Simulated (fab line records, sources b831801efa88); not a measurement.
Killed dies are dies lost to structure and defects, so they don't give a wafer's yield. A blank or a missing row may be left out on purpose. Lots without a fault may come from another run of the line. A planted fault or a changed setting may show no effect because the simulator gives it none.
Tool commonality check | flow sky130 | 11 lots, 33 wafers sampled

WHY IT WAS OPENED
At SKY_CONTACT_RS_MEAS_25 the reading CONTACT_W_RS is flagged on 2 of 11 lots. Wafers without a fault read 0.339 ohm/sq, standard deviation 0.0039.
Rule: a lot is flagged when every wafer of it that has a number lies more than 4 standard deviations from that mean, or none has a number. The other lots count as sound.

lot  | measured     | on            | CONTACT_W_RS (ohm/sq), wafer by wafer | flag
L677 | day 33 00:32 | film_metro-01 | 0.337 0.333 0.332                     |
L681 | day 33 02:40 | film_metro-02 | 0.334 0.336 0.336                     |
L682 | day 33 03:22 | film_metro-01 | 0.340 0.336 0.338                     |
L680 | day 33 03:50 | film_metro-01 | 0.337 0.339 0.336                     |
L685 | day 34 14:22 | film_metro-01 | 0.340 0.338 0.340                     |
L687 | day 35 20:08 | film_metro-02 | 0.338 0.341 0.335                     |
L689 | day 35 23:34 | film_metro-03 | 0.420 0.416 0.412                     | FLAGGED
L692 | day 36 21:37 | film_metro-02 | 0.428 0.422 0.428                     | FLAGGED
L691 | day 36 22:25 | film_metro-02 | 0.340 0.340 0.342                     |
L694 | day 37 00:44 | film_metro-02 | 0.342 0.340 0.343                     |
L697 | day 38 07:59 | film_metro-03 | 0.336 0.334 0.338                     |
The numbers of the flagged lots are 0.421 ohm/sq on average: +0.082 ohm/sq against the usual, or +21 standard deviations.

WHICH TOOL RAN EACH LOT
The record holds 3 process steps before the reading, out of a route of 708 steps. In each cell: the tool, then ch and the chambers that the sampled wafers went through, then the start.
lot  | flag    | SKY_CONTACT_ETCH_17                | SKY_CONTACT_ETCH_18                           | SKY_CONTACT_CVD_24
L677 |         | rie_diel-01 ch 0,1,3, day 32 23:41 | rie_diel-01 ch 0,1,3, day 33 00:26 or earlier | cvd_w-02 ch 0, day 33 00:26
L681 |         | rie_diel-02 ch 0,2,3, day 33 01:47 | rie_diel-02 ch 0,2,3, day 33 02:32 or earlier | cvd_w-01 ch 0,1, day 33 02:32
L682 |         | rie_diel-04 ch 2,3, day 33 02:28   | rie_diel-04 ch 2,3, day 33 03:14 or earlier   | cvd_w-02 ch 0,1, day 33 03:14
L680 |         | rie_diel-01 ch 0,1,3, day 33 02:55 | rie_diel-01 ch 0,1,3, day 33 03:43 or earlier | cvd_w-01 ch 0, day 33 03:43
L685 |         | rie_diel-02 ch 0,1,3, day 34 13:29 | rie_diel-02 ch 0,1,3, day 34 14:15 or earlier | cvd_w-01 ch 1, day 34 14:15
L687 |         | rie_diel-04 ch 1,2, day 35 19:17   | rie_diel-04 ch 1,2, day 35 20:01 or earlier   | cvd_w-01 ch 0,1, day 35 20:01
L689 | FLAGGED | rie_diel-02 ch 0,1,2, day 35 22:08 | rie_diel-02 ch 0,1,2, day 35 23:27 or earlier | cvd_w-02 ch 0,1, day 35 23:27
L692 | FLAGGED | rie_diel-02 ch 0,3, day 36 20:46   | rie_diel-02 ch 0,3, day 36 21:30 or earlier   | cvd_w-02 ch 0,1, day 36 21:30
L691 |         | rie_diel-02 ch 1,2,3, day 36 21:32 | rie_diel-02 ch 1,2,3, day 36 22:16 or earlier | cvd_w-01 ch 0,1, day 36 22:16
L694 |         | rie_diel-02 ch 1,2, day 36 23:52   | rie_diel-02 ch 1,2, day 37 00:36 or earlier   | cvd_w-01 ch 0,1, day 37 00:36
L697 |         | rie_diel-04 ch 0,2,3, day 38 07:05 | rie_diel-04 ch 0,2,3, day 38 07:51 or earlier | cvd_w-01 ch 0,1, day 38 07:51
What these steps do:
- SKY_CONTACT_ETCH_17: etches SiO2 in C4F8/O2/Ar, stops on Si3N4, target depth 340 nm.
- SKY_CONTACT_ETCH_18: etches Si3N4 in CHF3/O2, stops on TiN, time 39 s, target depth 75 nm.
- SKY_CONTACT_CVD_24: deposits W, target thk 340 nm, time 102.12 s.
- SKY_CONTACT_RS_MEAS_25: measures by four-point-probe.

FLAGGED OVER TOTAL, TOOL BY TOOL (the gauges that took the reading come last)
step                   | tool          | lots run | flagged | share of the flagged lots | sound lots run after its first flagged lot
SKY_CONTACT_ETCH_17    | rie_diel-01   | 2        | 0       | none                      | -
SKY_CONTACT_ETCH_17    | rie_diel-02   | 6        | 2       | all                       | 2 (L691,L694)
SKY_CONTACT_ETCH_17    | rie_diel-04   | 3        | 0       | none                      | -
SKY_CONTACT_ETCH_18    | rie_diel-01   | 2        | 0       | none                      | -
SKY_CONTACT_ETCH_18    | rie_diel-02   | 6        | 2       | all                       | 2 (L691,L694)
SKY_CONTACT_ETCH_18    | rie_diel-04   | 3        | 0       | none                      | -
SKY_CONTACT_CVD_24     | cvd_w-01      | 7        | 0       | none                      | -
SKY_CONTACT_CVD_24     | cvd_w-02      | 4        | 2       | all                       | 0
SKY_CONTACT_RS_MEAS_25 | film_metro-01 | 4        | 0       | none                      | -
SKY_CONTACT_RS_MEAS_25 | film_metro-02 | 5        | 1       | some                      | 2 (L691,L694)
SKY_CONTACT_RS_MEAS_25 | film_metro-03 | 2        | 1       | some                      | 1 (L697)
SKY_CONTACT_ETCH_18 gives no start for some lots, so the hours and the order of its lots are those of SKY_CONTACT_CVD_24.

WHAT THE TABLE ALLOWS
3 rows of the table ran every flagged lot: rie_diel-02 at SKY_CONTACT_ETCH_17, rie_diel-02 at SKY_CONTACT_ETCH_18, cvd_w-02 at SKY_CONTACT_CVD_24.
- rie_diel-02 at SKY_CONTACT_ETCH_17: 2 of its 6 lots flagged. Sound lots ran on it after the first flagged one (L691, L694), which a lasting fault on the whole tool wouldn't allow.
- rie_diel-02 at SKY_CONTACT_ETCH_18: 2 of its 6 lots flagged. Sound lots ran on it after the first flagged one (L691, L694), which a lasting fault on the whole tool wouldn't allow.
- cvd_w-02 at SKY_CONTACT_CVD_24: 2 of its 4 lots flagged. Its last sound lot is L682 (day 33 03:14), its first flagged lot L689 (day 35 23:27): a fault that began between those two fits.
One tool is left: cvd_w-02 at SKY_CONTACT_CVD_24.

WHAT THE SIMULATOR HAD PUT IN
Process parameter drift: cvd_w-02, from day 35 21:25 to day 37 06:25, at SKY_CONTACT_CVD_24. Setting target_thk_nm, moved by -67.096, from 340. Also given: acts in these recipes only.
Lots struck among those shown: L689, L692. The rule above found the same.
